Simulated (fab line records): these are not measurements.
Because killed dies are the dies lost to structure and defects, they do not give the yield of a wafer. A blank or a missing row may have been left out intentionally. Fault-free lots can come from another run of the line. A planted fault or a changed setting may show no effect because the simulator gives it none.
fab line records	flow sky130
[record] lots = 6	wafers = 18	last_day = 50
route steps=708 shown METAL5@671 PASSIVATION@681 PAD_OPEN@694
lots that met no fault: taken from a fault-free run of the same line
start_h: the number of hours between the record's first day and the start of the first shown wafer of the lot	wait_h: hours elapsed since this lot's preceding step	" repeats the value in the row above	L1.1+2: several wafers, shown together as one row	- no value, or no start was given	* or withheld: withheld	< > ~ a bound
route shown NAME@n: a module of which the file shows steps, and the number in the route of the first	usual: average and standard deviation across the fault-free wafers	same: alike in all rows	chamber/n: place in a boat	sites: each site's reading	_std_site: standard deviation across them	_edge_site: outer sites' mean less inner sites'	radius_mm: how far each site lies from the wafer's centre	mask NAME#n: copy n	behind: the last tool/chamber to shape the wafer	hold: why the lot went on hold/how many hours it stayed there/how the hold came to an end	device: which transistor (n, p or np) failed to switch	end of line: the route-end tests of the same wafers	a step without rows: its recipe alone	killed: at the first sort, the dies lost to defects and structure; wafer yield is something else	map: dies across one wafer; x = killed, . = not, _ = none there
set.NAME: the setting as run; set.NAME@STEP: as run at that earlier step	model.NAME: the simulator's own value behind a step, which no gauge read
lots seen at some steps along the route; tables by step, rows by wafer
services: from which hour (start_h, from the record's first day; less than 0 if before it) a tool's chamber was out of use, for how many hours, and why
[[steps]]
[step SKY_METAL5_SOFTBAKE_10]
[recipe] temp_c = 90	time_s = 60	resist = NOVOLAK
[step SKY_METAL5_EXPOSE_11]
[recipe] mask_id = MM5	na = 0.6	source_shape = conventional	sigma_outer = 0.6	polarization = unpolarized	target_cd_nm = 1600	dose_mj = 190
[step SKY_METAL5_PEB_12]
[recipe] temp_c = withheld	time_s = *	resist = NOVOLAK
[step SKY_METAL5_DEVELOP_13]
[recipe] resist = NOVOLAK	developer = TMAH	develop_time_s = 60	dev_temp_c = 23
[step SKY_METAL5_DESCUM_14]
[recipe] chemistry = O2	source_power_w = 150	bias_power_w = 0	pressure_mtorr = 10	temp_c = 40	time_s = 11
[usual] drypump_motor_current_A = 5.77/0.25	oes_product_au = 0.994/0.023	rf_fwd_power_W = 147.2/0.8
lot.wafer	tool	chamber	start_h	wait_h	drypump_motor_current_A	oes_product_au	rf_fwd_power_W	rf_hours_counter_h
L841.1	rie_metal-04	1	1067.25	0.1	5.65	1.007	146.0	18
L841.5	"	0	"	"	5.44	0.980	146.3	-
L841.6	"	1	"	"	5.63	1.008	146.6	-
L844.1	rie_metal-04	0	1078.02	0.1	5.47	0.980	146.0	18
L844.3	"	0	"	"	5.47	0.982	146.2	-
L844.6	"	0	"	"	5.47	0.983	146.7	-
L847.1	rie_metal-03	1	1097.75	0.1	5.67	0.980	147.8	15
L847.2	"	0	"	"	5.81	0.975	147.8	24
L847.6	"	1	"	"	5.64	0.971	147.5	-
L849.3	rie_metal-02	0	1104.41	0.1	6.10	1.012	148.0	-
L849.4	"	1	"	"	6.16	1.042	147.4	-
L849.6	"	0	"	"	6.09	1.019	148.0	-
L850.1	rie_metal-02	1	1114.63	0.1	6.11	1.037	147.5	25
L850.2	"	0	"	"	6.10	1.008	147.9	11
L850.3	"	1	"	"	6.12	1.039	147.5	-
L859.1	rie_metal-04	1	1164.47	0.1	5.69	0.989	146.2	25
L859.3	"	1	"	"	5.65	0.992	146.1	-
L859.5	"	1	"	"	5.66	0.998	146.1	-
[step SKY_METAL5_METAL_ETCH_15]
[recipe] target_depth_a = 12600	stop_on = SiO2	over_etch_frac = 0.2	time_s = 252	chemistry = Cl2/BCl3	resist_sidewall_deg = 86	pressure_mtorr = 10	icp_w = 900	bias_w = 48.5	Cl2_flow_sccm = 60	bcl3_flow_sccm = 30
[usual] drypump_motor_current_A = 5.77/0.25	oes_product_au = 0.895/0.0043	rf_fwd_power_W = 897.0/2.6	throttle_valve_pct = 22.265/0.0089
lot.wafer	tool	chamber	start_h	wait_h	drypump_motor_current_A	oes_product_au	rf_fwd_power_W	rf_hours_counter_h	throttle_valve_pct
L841.1	rie_metal-04	1	1067.28	0.0	5.65	0.897	896.9	18	22.266
L841.5	"	0	"	"	5.46	0.896	899.3	-	22.264
L841.6	"	1	"	"	5.62	0.891	899.4	-	22.264
L844.1	rie_metal-04	0	1078.09	0.1	5.46	0.896	891.5	18	22.275
L844.3	"	0	"	"	5.46	0.902	896.5	-	22.262
L844.6	"	0	"	"	5.47	0.894	896.8	-	22.265
L847.1	rie_metal-03	1	1097.78	0.0	5.63	0.890	896.6	15	22.259
L847.2	"	0	"	"	5.78	0.893	898.2	24	22.255
L847.6	"	1	"	"	5.64	0.894	896.9	-	22.273
L849.3	rie_metal-02	0	1104.51	0.1	6.09	0.892	897.4	-	22.254
L849.4	"	1	"	"	6.18	0.894	895.3	-	22.279
L849.6	"	0	"	"	6.08	0.900	899.6	-	22.249
L850.1	rie_metal-02	1	1114.67	0.0	6.15	0.892	903.5	25	22.262
L850.2	"	0	"	"	6.09	0.892	898.3	11	22.265
L850.3	"	1	"	"	6.14	0.893	900.6	-	22.267
L859.1	rie_metal-04	1	1164.50	0.0	5.65	0.899	895.6	25	22.263
L859.3	"	1	"	"	5.65	0.891	894.4	-	22.271
L859.5	"	1	"	"	5.69	0.889	898.2	-	22.256
[step SKY_METAL5_STRIP_16]
[recipe] chemistry = O2/N2	power_w = 1400	pressure_mtorr = 1500	platen_temp_c = withheld	o2_flow_sccm = 3000	n2_flow_sccm = 300	overash_fraction = 0.5
[usual] drypump_motor_current_A = 5.51/0.21	oes_product_au = 0.710/0.005	strip_time_to_endpoint_s = 13.2/0.31
lot.wafer	tool	chamber	start_h	wait_h	drypump_motor_current_A	oes_product_au	rf_hours_counter_h	strip_time_to_endpoint_s
L841.1	plasma_asher-01	1	1067.52	0.2	5.45	0.709	33	13.0
L841.5	"	1	"	"	5.47	0.708	-	13.3
L841.6	"	0	"	"	5.53	0.707	-	13.0
L844.1	plasma_asher-03	0	1078.56	0.4	5.20	0.716	62	13.3
L844.3	"	1	"	"	5.88	0.711	-	13.3
L844.6	"	0	"	"	5.21	0.710	-	13.2
L847.1	plasma_asher-01	0	1098.02	0.2	5.60	0.699	36	13.2
L847.2	"	1	"	"	5.39	0.709	36	13.3
L847.6	"	0	"	"	5.56	0.715	-	13.4
L849.3	plasma_asher-03	0	1104.70	0.1	5.22	0.705	-	12.8
L849.4	"	1	"	"	5.87	0.719	-	12.5
L849.6	"	0	"	"	5.19	0.720	-	12.9
L850.1	plasma_asher-01	1	1114.90	0.2	5.41	0.712	37	12.6
L850.2	"	0	"	"	5.56	0.710	37	12.9
L850.3	"	0	"	"	5.56	0.704	-	12.6
L859.1	plasma_asher-02	1	1164.74	0.2	5.73	0.706	9	13.0
L859.3	"	0	"	"	5.38	0.704	-	13.0
L859.5	"	0	"	"	5.36	0.711	-	13.0
[step SKY_METAL5_STRIP_17]
[recipe] chemistry = post_etch_residue_remover	time_s = 1200	temp_c = 72.5
[step SKY_METAL5_CLEAN_18]
[recipe] chemistry = IPA	time_s = 180	temp_c = 25
[step SKY_METAL5_CLEAN_19]
[recipe] chemistry = O3/DIW	dry = n2_spin
[step SKY_PASSIVATION_CVD_00]
[recipe] material = SiO2	target_thk_nm = 90	temp_c = 400	time_s = withheld	rf_w = 600
[usual] heater_power_w = 650/95	rf_fwd_power_W = 587.4/2.7
lot.wafer	tool	chamber	start_h	wait_h	heater_power_w	rf_fwd_power_W
L841.1	pecvd-01	1	1068.11	0.0	590	586.8
L841.5	"	2	"	"	651	591.4
L841.6	"	0	"	"	560	582.3
L844.1	pecvd-02	0	1079.15	0.0	716	588.9
L844.3	"	1	"	"	639	589.1
L844.6	"	0	"	"	714	587.9
L847.1	pecvd-02	0	1098.64	0.0	626	586.3
L847.2	"	2	"	"	860	586.1
L847.6	"	1	"	"	631	587.5
L849.3	pecvd-01	2	1105.26	0.0	599	586.0
L849.4	"	2	"	"	641	587.4
L849.6	"	0	"	"	549	586.3
L850.1	pecvd-04	1	1115.53	0.0	673	590.8
L850.2	"	0	"	"	664	587.6
L850.3	"	2	"	"	580	593.4
L859.1	pecvd-04	0	1165.33	0.0	704	584.8
L859.3	"	1	"	"	622	586.9
L859.5	"	0	"	"	724	584.7
[step SKY_PASSIVATION_THK_MEAS_01]
[recipe] reads = SiO2_of_PASSIVATION_CVD_00
[usual] PASSIVATION_CVD_00_THK = 89.6/1.3
lot.wafer	tool	chamber	start_h	wait_h	PASSIVATION_CVD_00_THK[nm]
L841.1	film_metro-02	-	1068.13	-	88.9
L841.5	"	-	"	"	89.9
L841.6	"	-	"	"	90.5
L844.1	film_metro-03	-	1079.17	-	90.3
L844.3	"	-	"	"	90.8
L844.6	"	-	"	"	90.8
L847.1	film_metro-04	-	1098.66	-	89.7
L847.2	"	-	"	"	89.3
L847.6	"	-	"	"	89.2
L849.3	film_metro-04	-	1105.30	-	90.1
L849.4	"	-	"	"	92.0
L849.6	"	-	"	"	91.1
L850.1	film_metro-02	-	1115.55	-	87.4
L850.2	"	-	"	"	88.8
L850.3	"	-	"	"	89.1
L859.1	film_metro-03	-	1165.36	-	87.8
L859.3	"	-	"	"	90.5
L859.5	"	-	"	"	88.7
[step SKY_PASSIVATION_CVD_02]
[recipe] material = Si3N4	target_thk_nm = 540	temp_c = 400	time_s = withheld	rf_w = 450
[usual] heater_power_w = 711/87	rf_fwd_power_W = 449.1/1.4
lot.wafer	tool	chamber	start_h	wait_h	heater_power_w	rf_fwd_power_W	model.Si3N4_of_PASSIVATION_CVD_02.thk_nm
L841.1	pecvd-02	1	1068.19	0.1	662	449.0	547.7
L841.5	"	0	"	"	735	447.3	539.6
L841.6	"	1	"	"	688	449.3	557.8
L844.1	pecvd-04	1	1079.23	0.1	705	450.3	541.3
L844.3	"	1	"	"	710	448.6	547.4
L844.6	"	0	"	"	764	449.5	536.4
L847.1	pecvd-04	1	1098.72	0.1	704	626.9	598.3
L847.2	"	0	"	"	579	628.8	588.1
L847.6	"	2	"	"	581	628.0	599.2
L849.3	pecvd-04	0	1105.34	0.0	671	627.9	589.6
L849.4	"	2	"	"	576	629.5	605.1
L849.6	"	0	"	"	711	627.3	597.7
L850.1	pecvd-01	1	1115.61	0.1	718	447.9	535.4
L850.2	"	2	"	"	635	448.6	525
L850.3	"	0	"	"	626	450.8	532
L859.1	pecvd-02	2	1165.42	0.1	881	448.4	534.3
L859.3	"	1	"	"	616	451.0	540.1
L859.5	"	1	"	"	629	451.1	553.2
[step SKY_PASSIVATION_THK_MEAS_03]
[recipe] reads = Si3N4_of_PASSIVATION_CVD_02
[usual] PASSIVATION_CVD_02_THK = 540/7.2
lot.wafer	tool	chamber	start_h	wait_h	hold	PASSIVATION_CVD_02_THK[nm]
L841.1	film_metro-03	-	1068.41	-	-	548
L841.5	"	-	"	"	-	540
L841.6	"	-	"	"	-	558
L844.1	film_metro-02	-	1079.57	-	-	541
L844.3	"	-	"	"	-	547
L844.6	"	-	"	"	-	536
L847.1	film_metro-03	-	1098.95	-	await_dispo/0.2h/release	598
L847.2	"	-	"	"	await_dispo/0.2h/release	588
L847.6	"	-	"	"	await_dispo/0.2h/release	600
L847.1	film_metro-03	-	1099.17	0.2	-	598
L847.2	"	-	"	"	-	588
L847.6	"	-	"	"	-	599
L849.3	film_metro-04	-	1105.58	-	await_dispo/0.2h/release	589
L849.4	"	-	"	"	await_dispo/0.2h/release	605
L849.6	"	-	"	"	await_dispo/0.2h/release	598
L849.3	film_metro-04	-	1105.81	0.2	-	590
L849.4	"	-	"	"	-	605
L849.6	"	-	"	"	-	598
L850.1	film_metro-03	-	1115.84	-	-	536
L850.2	"	-	"	"	-	525
L850.3	"	-	"	"	-	532
L859.1	film_metro-02	-	1165.65	-	-	534
L859.3	"	-	"	"	-	540
L859.5	"	-	"	"	-	553
[step SKY_PASSIVATION_HMDS_05]
[recipe] prime_time_s = 60	prime_temp_c = 120
[step SKY_PASSIVATION_COAT_06]
[recipe] spin_rpm = 2000	resist_thk_nm = 3000
[step SKY_PASSIVATION_SOFTBAKE_07]
[recipe] temp_c = 110	time_s = withheld
[step SKY_PASSIVATION_EXPOSE_08]
[recipe] mask_id = NSM	target_cd_nm = 3000	na = 0.57	dose_mj = 260
[step SKY_PASSIVATION_PEB_09]
[recipe] temp_c = 115	time_s = withheld
[step SKY_PASSIVATION_DEVELOP_10]
[recipe] develop_time_s = 60	dev_temp_c = 23
[step SKY_PASSIVATION_ETCH_11]
[recipe] chemistry = CF4/O2	target_depth_nm = 725	stop_on = AlCu	source_w = 800	bias_w = 150	pressure_mtorr = 150	cf4_flow_sccm = 80	O2_flow_sccm = 10	time_s = 161.1
[usual] drypump_motor_current_A = 5.7/0.49	oes_product_au = 0.976/0.0071	rf_fwd_power_W = 797.0/2.4	throttle_valve_pct = 5.964/0.0092
lot.wafer	tool	chamber	start_h	wait_h	drypump_motor_current_A	oes_product_au	rf_fwd_power_W	rf_hours_counter_h	throttle_valve_pct	model.etch.depth_nm	model.PASSIVATION.feature_depth_nm
L841.1	rie_diel-04	0	1087.95	-	5.3	0.977	793.9	10	5.960	712.3	712.3
L841.5	"	3	"	"	5.0	0.972	795.9	-	5.951	704.9	704.9
L841.6	"	0	"	"	5.3	0.978	794.5	-	5.965	712.6	712.6
L844.1	rie_diel-02	1	1099.90	-	6.0	0.986	797.3	11	5.965	705.3	705.3
L844.3	"	0	"	"	6.0	0.980	798.6	8	5.959	714.7	714.7
L844.6	"	1	"	"	6.0	0.976	801.4	-	5.981	701.1	701.1
L847.1	rie_diel-04	2	1118.93	-	6.2	1.005	798.8	20	5.968	735	735
L847.2	"	3	"	"	5.0	0.989	793.8	13	5.957	720.2	720.2
L847.6	"	2	"	"	6.2	1.008	795.5	-	5.971	740.7	740.7
L849.3	rie_diel-03	2	1125.68	-	5.7	0.972	795.8	-	5.964	695.2	695.2
L849.4	"	0	"	"	6.3	0.965	798.4	-	5.964	697.1	697.1
L849.6	"	0	"	"	6.3	0.991	797.8	-	5.965	709.5	709.5
L850.1	rie_diel-04	3	1134.30	-	5.1	0.964	795.3	13	5.965	697.6	697.6
L850.2	"	2	"	"	6.2	0.964	798.3	21	5.965	687.7	687.7
L850.3	"	0	"	"	5.3	0.975	797.0	11	5.961	695.9	695.9
L859.1	rie_diel-04	1	1182.73	-	4.9	0.973	798.8	21	5.963	696.7	696.7
L859.3	"	3	"	"	5.0	0.973	798.9	15	5.975	705	705
L859.5	"	1	"	"	4.9	0.986	797.7	-	5.975	716	716
[step SKY_PASSIVATION_STRIP_12]
[recipe] chemistry = O2/N2	power_w = 1400	pressure_mtorr = 1500	platen_temp_c = withheld	overash_fraction = 0.7	o2_flow_sccm = 3000	n2_flow_sccm = 300
[usual] drypump_motor_current_A = 5.61/0.26	oes_product_au = 0.661/0.0043	strip_time_to_endpoint_s = 31.53/0.13
lot.wafer	tool	chamber	start_h	wait_h	drypump_motor_current_A	oes_product_au	rf_hours_counter_h	strip_time_to_endpoint_s
L841.1	plasma_asher-01	1	1088.05	0.1	5.43	0.664	35	31.48
L841.5	"	1	"	"	5.40	0.661	-	31.53
L841.6	"	0	"	"	5.54	0.656	-	31.54
L844.1	plasma_asher-01	1	1100.00	0.1	5.38	0.653	36	31.47
L844.3	"	0	"	"	5.55	0.661	-	31.57
L844.6	"	0	"	"	5.57	0.659	-	31.60
L847.1	plasma_asher-01	0	1119.04	0.1	5.56	0.669	38	31.62
L847.2	"	1	"	"	5.44	0.668	38	31.77
L847.6	"	0	"	"	5.53	0.662	-	31.51
L849.3	plasma_asher-04	0	1125.82	0.1	6.07	0.663	-	31.84
L849.4	"	1	"	"	5.67	0.661	-	31.69
L849.6	"	1	"	"	5.70	0.660	-	31.71
L850.1	plasma_asher-01	1	1134.40	0.1	5.43	0.662	39	31.49
L850.2	"	0	"	"	5.52	0.664	39	31.36
L850.3	"	0	"	"	5.55	0.663	-	31.43
L859.1	plasma_asher-01	1	1182.84	0.1	5.42	0.660	44	31.42
L859.3	"	1	"	"	5.38	0.653	-	31.58
L859.5	"	0	"	"	5.54	0.664	-	31.54
[step SKY_PAD_OPEN_DEHYDRATE_00]
[recipe] temp_c = 200	time_s = 60
[step SKY_PAD_OPEN_HMDS_01]
[recipe] prime_time_s = 60	prime_temp_c = 120
[step SKY_PAD_OPEN_COAT_02]
[recipe] spin_rpm = 2000	resist_thk_nm = 3000
[step SKY_PAD_OPEN_SOFTBAKE_03]
[recipe] temp_c = 110	time_s = withheld
[step SKY_PAD_OPEN_EXPOSE_04]
[recipe] mask_id = PDM	target_cd_nm = 60000	na = 0.57	dose_mj = 260
[step SKY_PAD_OPEN_PEB_05]
[recipe] temp_c = 115	time_s = withheld
[step SKY_PAD_OPEN_DEVELOP_06]
[recipe] develop_time_s = 60	dev_temp_c = 23
[step SKY_PAD_OPEN_ETCH_07]
[recipe] chemistry = CF4/O2	target_depth_nm = 725	stop_on = AlCu	source_w = 800	bias_w = 150	pressure_mtorr = 150	cf4_flow_sccm = 80	O2_flow_sccm = 10	time_s = 161.1
[usual] drypump_motor_current_A = 5.8/0.48	oes_product_au = 0.976/0.008	rf_fwd_power_W = 796.6/2.9	throttle_valve_pct = 5.963/0.0089
lot.wafer	tool	chamber	start_h	wait_h	drypump_motor_current_A	oes_product_au	rf_fwd_power_W	rf_hours_counter_h	throttle_valve_pct	model.etch.depth_nm	model.PAD_OPEN.feature_depth_nm
L841.1	rie_diel-01	2	1107.83	-	5.4	0.973	793.5	25	5.961	712.3	712.3
L841.5	"	3	"	"	6.5	0.976	798.9	-	5.966	704.9	704.9
L841.6	"	2	"	"	5.4	0.991	796.5	-	5.964	721.6	721.6
L844.1	rie_diel-03	0	1119.28	-	6.3	0.978	798.9	14	5.961	705.3	705.3
L844.3	"	3	"	"	6.6	0.975	792.3	28	5.969	704.1	704.1
L844.6	"	3	"	"	6.6	0.971	795.5	-	5.972	701.1	701.1
L847.1	rie_diel-01	2	1137.90	-	5.4	0.983	791.1	27	5.977	711.3	711.3
L847.2	"	1	"	"	5.3	0.983	796.9	15	5.977	711	711
L847.6	"	2	"	"	5.4	0.991	796.6	-	5.972	716.7	716.7
L849.3	rie_diel-01	3	1143.80	-	6.5	0.993	795.9	26	5.967	726.4	726.4
L849.4	"	1	"	"	5.3	0.981	794.8	15	5.970	697.1	697.1
L849.6	"	2	"	"	5.4	1.001	797.8	-	5.956	726.1	726.1
L850.1	rie_diel-03	2	1152.53	-	5.7	0.968	802.3	30	5.982	697.6	697.6
L850.2	"	0	"	"	6.3	0.962	804.9	15	5.976	687.7	687.7
L850.3	"	0	"	"	6.3	0.969	806.0	-	5.954	695.9	695.9
L859.1	rie_diel-01	3	1198.38	-	6.5	0.979	793.9	28	5.944	696.7	696.7
L859.3	"	0	"	"	5.9	0.981	797.0	6	5.971	705	705
L859.5	"	1	"	"	5.3	0.969	796.6	-	5.966	702.5	702.5
[step SKY_PAD_OPEN_STRIP_08]
[recipe] chemistry = O2/N2	power_w = 1400	pressure_mtorr = 1500	platen_temp_c = withheld	overash_fraction = 0.7	o2_flow_sccm = 3000	n2_flow_sccm = 300
[step SKY_PAD_OPEN_STRIP_09]
[recipe] chemistry = post_etch_residue_remover	time_s = 1200	temp_c = 72.5
lot.wafer	tool	chamber	start_h	wait_h	model.Si3N4_of_PASSIVATION_CVD_02.thk_nm
L841.1	wet_bench-01	3	1108.04	0.1	547.4
L841.5	"	3	"	"	539.2
L841.6	"	3	"	"	557.4
L844.1	wet_bench-01	0	1119.49	0.1	540.9
L844.3	"	0	"	"	547.1
L844.6	"	0	"	"	536
L847.1	wet_bench-02	3	1138.10	0.1	597.9
L847.2	"	3	"	"	587.7
L847.6	"	3	"	"	598.8
L849.3	wet_bench-01	0	1144.00	0.0	589.2
L849.4	"	0	"	"	604.7
L849.6	"	0	"	"	597.3
L850.1	wet_bench-01	3	1152.79	0.1	535.1
L850.2	"	3	"	"	524.6
L850.3	"	3	"	"	531.7
L859.1	wet_bench-02	2	1198.59	0.1	533.9
L859.3	"	2	"	"	539.7
L859.5	"	2	"	"	552.8
[step SKY_PAD_OPEN_CLEAN_10]
[recipe] chemistry = IPA	time_s = 180	temp_c = 25
[step SKY_PAD_OPEN_PROBE_99]
[usual] defect_limited_yield = 82.3/1.9	killed_at_M0_to_M3 = 45/6.6	killed_at_M4_up = 3.1/1.6	killed_at_contacts = 24/5	killed_at_front_end = 14/4.4	killed_at_other = 0.3/0.58	killed_dies = 87/9.2	killed_open = 47/6.7	killed_short = 40/6.4
[same] gross_dies = 492	killed_at_back_side = 0
lot.wafer	tool	chamber	start_h	wait_h	defect_limited_yield[%]	killed_at_M0_to_M3	killed_at_M4_up	killed_at_contacts	killed_at_front_end	killed_at_other	killed_dies	killed_open	killed_short
L841.1	prober-02	-	1110.22	0.1	79.1	56	6	21	20	0	103	62	41
L841.5	prober-02	-	1110.42	0.2	81.7	43	2	30	14	1	90	45	45
L841.6	prober-02	-	1110.47	0.2	83.7	31	4	26	19	0	80	50	30
L844.1	prober-01	-	1121.63	0.1	84.6	30	3	28	15	0	76	46	30
L844.3	prober-01	-	1121.73	0.2	81.1	53	6	19	14	1	93	48	45
L844.6	prober-01	-	1121.88	0.2	82.9	39	1	24	20	0	84	52	32
L847.1	prober-02	-	1140.22	0.1	83.3	46	4	17	15	0	82	46	36
L847.2	prober-02	-	1140.27	0.1	82.7	44	3	21	17	0	85	44	41
L847.6	prober-02	-	1140.47	0.2	81.9	45	2	30	11	1	89	58	31
L849.3	prober-02	-	1146.23	0.2	83.1	46	4	25	8	0	83	40	43
L849.4	prober-02	-	1146.28	0.2	81.7	55	2	20	13	0	90	49	41
L849.6	prober-02	-	1146.38	0.2	83.3	44	3	19	16	0	82	40	42
L850.1	prober-01	-	1154.91	0.1	79.7	50	2	24	24	0	100	49	51
L850.2	prober-01	-	1154.96	0.1	78.0	60	2	32	14	0	108	56	52
L850.3	prober-01	-	1155.01	0.2	80.1	45	4	28	21	0	98	60	38
L859.1	prober-02	-	1200.70	0.1	84.6	39	2	25	7	3	76	37	39
L859.3	prober-02	-	1200.80	0.2	79.9	55	3	27	14	0	99	55	44
L859.5	prober-02	-	1200.90	0.2	82.7	48	2	21	14	0	85	44	41
// killed by level:class
L841.1 VIA1:geometric_particle:open=14 CONTACT:geometric_particle:open=13 VIA1:geometric_particle:short=8 FIELD_ISO:geometric_particle:open=7 VIA2:geometric_particle:open=7 VIA3:geometric_particle:open=7 METAL2:geometric_particle:short=5 POLY_GATE:geometric_particle:open=4
L841.5 CONTACT:geometric_particle:open=13 VIA1:geometric_particle:open=9 METAL1:geometric_particle:short=7 LI_CONTACT:geometric_particle:open=6 LOCAL_INTERCONNECT:geometric_particle:short=5 VIA2:geometric_particle:short=5 FIELD_ISO:geometric_particle:short=4 CONTACT:geometric_particle:short=4
L841.6 CONTACT:geometric_particle:open=10 LI_CONTACT:geometric_particle:open=9 VIA1:geometric_particle:open=8 POLY_GATE:geometric_particle:open=7 LOCAL_INTERCONNECT:geometric_particle:short=4 VIA3:geometric_particle:open=4 METAL4:geometric_particle:short=4 FIELD_ISO:geometric_particle:open=3
L844.1 VIA1:geometric_particle:open=10 LI_CONTACT:geometric_particle:open=9 CONTACT:geometric_particle:open=9 FIELD_ISO:geometric_particle:open=8 METAL2:geometric_particle:short=6 METAL1:geometric_particle:short=5 CONTACT:geometric_particle:short=5 POLY_GATE:geometric_particle:short=4
L844.3 VIA3:geometric_particle:open=12 CONTACT:geometric_particle:open=8 VIA2:geometric_particle:open=7 VIA1:geometric_particle:open=7 CONTACT:geometric_particle:short=6 METAL1:geometric_particle:open=6 FIELD_ISO:geometric_particle:short=5 VIA2:geometric_particle:short=5
L844.6 CONTACT:geometric_particle:open=11 VIA1:geometric_particle:open=10 POLY_GATE:geometric_particle:open=7 POLY_GATE:geometric_particle:short=5 LI_CONTACT:geometric_particle:open=5 FIELD_ISO:geometric_particle:short=4 METAL1:geometric_particle:open=4 LI_CONTACT:geometric_particle:short=4
L847.1 VIA1:geometric_particle:open=10 LI_CONTACT:geometric_particle:open=7 METAL2:geometric_particle:short=7 VIA2:geometric_particle:open=6 VIA3:geometric_particle:open=6 CONTACT:geometric_particle:open=5 METAL1:geometric_particle:short=5 FIELD_ISO:geometric_particle:short=4
L847.2 CONTACT:geometric_particle:open=10 VIA1:geometric_particle:open=10 VIA2:geometric_particle:open=6 VIA3:geometric_particle:open=6 METAL2:geometric_particle:short=5 FIELD_ISO:geometric_particle:open=4 POLY_GATE:geometric_particle:short=4 SPACER:geometric_particle:short=4
L847.6 CONTACT:geometric_particle:open=12 LI_CONTACT:geometric_particle:open=11 VIA1:geometric_particle:open=9 METAL1:geometric_particle:short=8 METAL2:geometric_particle:short=7 VIA2:geometric_particle:open=7 VIA3:geometric_particle:open=5 FIELD_ISO:geometric_particle:open=4
L849.3 VIA1:geometric_particle:open=13 CONTACT:geometric_particle:open=7 LI_CONTACT:geometric_particle:open=6 LOCAL_INTERCONNECT:geometric_particle:short=6 METAL1:geometric_particle:short=6 VIA3:geometric_particle:open=5 VIA1:geometric_particle:short=5 VIA2:geometric_particle:open=5
L849.4 CONTACT:geometric_particle:open=11 VIA2:geometric_particle:open=10 VIA3:geometric_particle:open=9 VIA1:geometric_particle:open=7 METAL3:geometric_particle:short=6 VIA1:geometric_particle:short=5 METAL2:geometric_particle:short=5 FIELD_ISO:geometric_particle:open=4
L849.6 CONTACT:geometric_particle:open=9 METAL2:geometric_particle:short=8 VIA3:geometric_particle:open=7 FIELD_ISO:geometric_particle:open=6 METAL1:geometric_particle:short=6 VIA2:geometric_particle:open=5 VIA1:geometric_particle:short=4 POLY_GATE:geometric_particle:short=4
L850.1 CONTACT:geometric_particle:open=10 VIA1:geometric_particle:open=10 VIA1:geometric_particle:short=8 FIELD_ISO:geometric_particle:short=7 VIA3:geometric_particle:open=6 POLY_GATE:geometric_particle:open=5 METAL1:geometric_particle:short=5 VIA2:geometric_particle:open=5
L850.2 CONTACT:geometric_particle:open=15 VIA1:geometric_particle:open=12 VIA1:geometric_particle:short=8 METAL2:geometric_particle:short=8 METAL1:geometric_particle:short=7 VIA2:geometric_particle:open=7 LI_CONTACT:geometric_particle:open=6 LOCAL_INTERCONNECT:geometric_particle:short=6
L850.3 CONTACT:geometric_particle:open=12 FIELD_ISO:geometric_particle:open=9 LI_CONTACT:geometric_particle:open=9 VIA1:geometric_particle:open=9 VIA1:geometric_particle:short=6 METAL2:geometric_particle:short=6 VIA3:geometric_particle:open=5 VIA2:geometric_particle:open=5
L859.1 LI_CONTACT:geometric_particle:open=10 VIA2:geometric_particle:open=9 METAL2:geometric_particle:short=8 VIA1:geometric_particle:open=8 METAL1:geometric_particle:short=7 CONTACT:geometric_particle:open=5 CONTACT:geometric_particle:short=4 LI_CONTACT:geometric_particle:short=3
L859.3 VIA2:geometric_particle:open=12 VIA1:geometric_particle:open=11 CONTACT:geometric_particle:open=10 CONTACT:geometric_particle:short=7 METAL1:geometric_particle:short=7 LI_CONTACT:geometric_particle:open=6 VIA1:geometric_particle:short=6 VIA3:geometric_particle:open=5
L859.5 VIA1:geometric_particle:open=12 VIA1:geometric_particle:short=8 CONTACT:geometric_particle:open=7 LI_CONTACT:geometric_particle:open=6 VIA2:geometric_particle:open=5 VIA2:geometric_particle:short=5 VIA3:geometric_particle:open=5 FIELD_ISO:geometric_particle:short=4
[[services]]
tool	chamber	start_h	hours	kind
rie_diel-04	2	1053.76	6.0	repair
rie_metal-03	1	1055.13	14.6	repair
rie_metal-03	0	1057.29	2.8	repair
pecvd-04	2	1066.80	19.8	repair
rie_metal-04	1	1070.24	18.4	repair
pecvd-01	-	1079.48	2.8	pm
rie_metal-03	-	1091.32	0.6	repair
rie_metal-02	-	1101.27	2.8	pm
rie_diel-03	1	1123.08	5.1	repair
pecvd-02	-	1125.96	0.7	repair
plasma_asher-03	-	1136.12	1.7	repair
rie_diel-03	2	1139.88	8.3	repair
rie_diel-03	0	1143.21	6.8	repair
rie_diel-03	1	1145.96	7.0	repair
rie_metal-03	-	1152.04	10.0	pm
rie_diel-04	2	1153.32	6.4	repair
pecvd-02	-	1157.73	2.8	pm
rie_metal-02	-	1166.48	0.6	repair
pecvd-02	0	1171.52	5.8	repair
rie_diel-03	0	1182.62	9.2	repair
rie_metal-04	-	1184.02	14.6	pm
pecvd-01	-	1187.07	0.9	repair
rie_diel-04	0	1188.00	12.8	repair
pecvd-01	-	1188.75	1.0	repair
[[key]]
[first_sign] step = SKY_PASSIVATION_CVD_02	reading = rf_fwd_power_W	direction = up	sigmas = 99+	usual = 449.1	struck = 628.1
[effect] step = SKY_PASSIVATION_THK_MEAS_03	reading = visit	direction = added
[effect] step = SKY_PASSIVATION_THK_MEAS_03	reading = PASSIVATION_CVD_02_THK	direction = up	sigmas = 7.7	usual = 540	struck = 596
[model_effect] step = SKY_PASSIVATION_CVD_02	value = Si3N4_of_PASSIVATION_CVD_02.thk_nm	without = 539	struck = 596.3
[model_effect] step = SKY_PASSIVATION_ETCH_11	value = etch.depth_nm	without = 702	struck = 716.3
[model_effect] step = SKY_PAD_OPEN_ETCH_07	value = etch.depth_nm	without = 703.4	struck = 714.8
[model_effect] step = SKY_PAD_OPEN_STRIP_09	value = Si3N4_of_PASSIVATION_CVD_02.thk_nm	without = 538.6	struck = 596
met_at SKY_PASSIVATION_CVD_02
struck_wafers L847.1,L847.2,L847.6,L849.3,L849.4,L849.6
onset_between 1079.23 1098.72
[fault] kind = process_parameter_drift	tool = pecvd-04	chamber = -	onset_h = 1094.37	steps = SKY_PASSIVATION_CVD_02	channel = rf_w	offset = 180	shape = step	end_h = 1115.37	acts_in = these_recipes_only	stated = 450
